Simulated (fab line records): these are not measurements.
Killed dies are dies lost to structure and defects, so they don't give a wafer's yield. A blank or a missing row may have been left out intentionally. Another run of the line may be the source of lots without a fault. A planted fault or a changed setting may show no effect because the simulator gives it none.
Struck lot and sound lot, side by side || flow gf180mcu || 14 steps out of a route of 602
Sound: wafers L629.1, L629.3, L629.5. The struck wafers were L633.3, L633.5, L633.6. The cause is named last.
At each step with rows: each side's tool, then ch and its chambers, then its first start. Under that, the readings that differ: sound wafers || struck wafers || difference of the means || sigmas: that difference in standard deviations of wafers without a fault.
alike: a reading whose means differ by less than 2 such deviations, as well as words and numbers matching on both sides. not compared: withheld readings; readings where some wafer has no value; bounds like >300 that might hide an equal value; numbers whose values overlap and for which the record gives no deviation.
A row with sigmas, a row that says differs or no value, or rows on one side alone: a step with any of these is where the two part. Numbers that have no deviation but don't overlap get no sigmas and don't part them. A reading that every wafer of one side lacks parts them only if that side has two wafers or more.

first, 6 steps without rows for these wafers: GF_M2_HMDS_08 (prime time 60 s); GF_M2_COAT_09 (resist thk 1000 nm); GF_M2_SOFTBAKE_10 (time 60 s); GF_M2_EXPOSE_11 (exposes mask Metal2, target cd 280 nm); GF_M2_PEB_12 (peb time 90 s); GF_M2_DEVELOP_13 (develop time 60 s).
GF_M2_CD_MEAS_14: the cd target is 280 nm.
  sound on cd-sem-01 at day 23 04:01; struck on cd-sem-01 at day 24 14:27
  alike: cd-nm
GF_M2_OVL_MEAS_15:
  sound on overlay-01 at day 23 04:08; struck on overlay-02 at day 24 14:32
{"reading": "M2_OVL (nm)", "sound": "-4 -8 -9", "struck": "12 5 11", "difference": "+16", "sigmas": "+2"}
GF_M2_METAL_ETCH_16: etches the open film in Cl2/BCl3, stops on SiO2, target depth 750.8 nm, time 125.1 s.
  sound on rie-metal-01 ch 1, day 23 04:10; struck on rie-metal-04 ch 0,1, day 24 14:37
{"reading": "bcl3-flow-sccm (sccm)", "sound": "40.20 40.12 40.20", "struck": "39.83 40.05 39.92", "difference": -0.24, "sigmas": -2}
{"reading": "oes-product-au (a.u.)", "sound": "0.988 0.984 0.986", "struck": "1.008 0.998 0.988", "difference": "+0.012", "sigmas": "+2"}
  alike: drypump-motor-current-A, mfc-cl2-sccm, throttle-valve-pct
  not compared: rf-hours-counter-h
GF_M2_STRIP_17: strips in O2/N2.
  sound on plasma-asher-02 ch 0,1, day 23 04:26; struck on plasma-asher-03 ch 0,1, day 24 14:44
  alike: drypump-motor-current-A, heater-power-w, n2-flow-sccm, o2-flow-sccm, oes-product-au, strip-time-to-endpoint-s
  not compared: rf-hours-counter-h
then, 2 steps without rows for these wafers: GF_M2_STRIP_18 (strips in post etch residue remover, time 1200 s); GF_M2_CLEAN_19 (cleans in DIW).
GF_V2_CVD_00: deposits SiO2, target thk 600 nm, time 100 s.
  sound on hdpcvd-02 ch 0,1,2, day 23 04:58; struck on hdpcvd-01 ch 1,2, day 24 15:14
  no value came back on the struck wafers for pressure-mtorr (mTorr), run-length-s (s); on the sound wafers pressure-mtorr (mTorr) reads 6.002 5.994 5.998
GF_PASSIVATION_PROBE_99:
  sound wafers here have rows in the record (prober-02, day 32 00:37); struck ones have none

== WHERE THEY PART ==
First at GF_M2_OVL_MEAS_15; last, within this record, at GF_PASSIVATION_PROBE_99.

WHY: the cause the simulator had injected
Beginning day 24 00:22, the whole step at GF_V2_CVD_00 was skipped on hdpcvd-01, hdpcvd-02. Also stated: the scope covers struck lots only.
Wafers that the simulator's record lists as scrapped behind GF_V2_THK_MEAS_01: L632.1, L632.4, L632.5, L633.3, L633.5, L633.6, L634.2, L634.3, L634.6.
